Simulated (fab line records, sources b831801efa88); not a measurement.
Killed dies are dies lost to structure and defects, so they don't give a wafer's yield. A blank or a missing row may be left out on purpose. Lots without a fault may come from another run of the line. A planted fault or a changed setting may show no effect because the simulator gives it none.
Which tool did it? | flow sky130 | 12 lots, 36 wafers sampled, at 1 step of a route of 708

WHAT THE GAUGES READ, wafer by wafer
SKY_NWELL_RS_MEAS_31: measures by four-point-probe.
lot  | measured     | on            | PWDE_RS (ohm/sq)
L075 | day 5 13:55  | film_metro-04 | 5357 5338 5343
L077 | day 6 02:01  | film_metro-04 | 5327 5316 5319
L079 | day 6 11:20  | film_metro-04 | 5366 5352 5380
L081 | day 7 03:55  | film_metro-03 | 5366 5354 5354
L084 | day 7 18:05  | film_metro-02 | 5352 5351 5345
L085 | day 7 23:16  | film_metro-03 | 5346 5354 5357
L087 | day 8 16:01  | film_metro-03 | 5307 5305 5320
L089 | day 9 06:57  | film_metro-03 | 5346 5326 5323
L091 | day 9 17:14  | film_metro-04 | 5328 5337 5322
L093 | day 10 05:58 | film_metro-04 | 5330 5344 5336
L095 | day 10 22:22 | film_metro-02 | 5371 5381 5359
L097 | day 11 03:38 | film_metro-03 | 5346 5351 5360

WHICH TOOL RAN EACH LOT (tool, then ch and the chambers of the sampled wafers, then the start)
The record holds no process step before these readings.

THE ANSWER, worked out from the rows above alone
Rule: what is usual is taken from the lots themselves. Put in order of their means at a reading, lots are off if they are a third of the lots or fewer, leave a main group of 4 or more, and stand apart from it by a gap of 3 or more times the standard deviation of the main group's means; of several such gaps the widest counts. A main group whose means are all the same, to the digits that the tables above print for the reading, isn't used. A lot without any number at a reading at which 4 lots or more have one is off too. The other lots that the step has rows for count as sound.
No lot is off at any reading shown: from this, nothing can be told.

WHAT THE SIMULATOR HAD PUT IN
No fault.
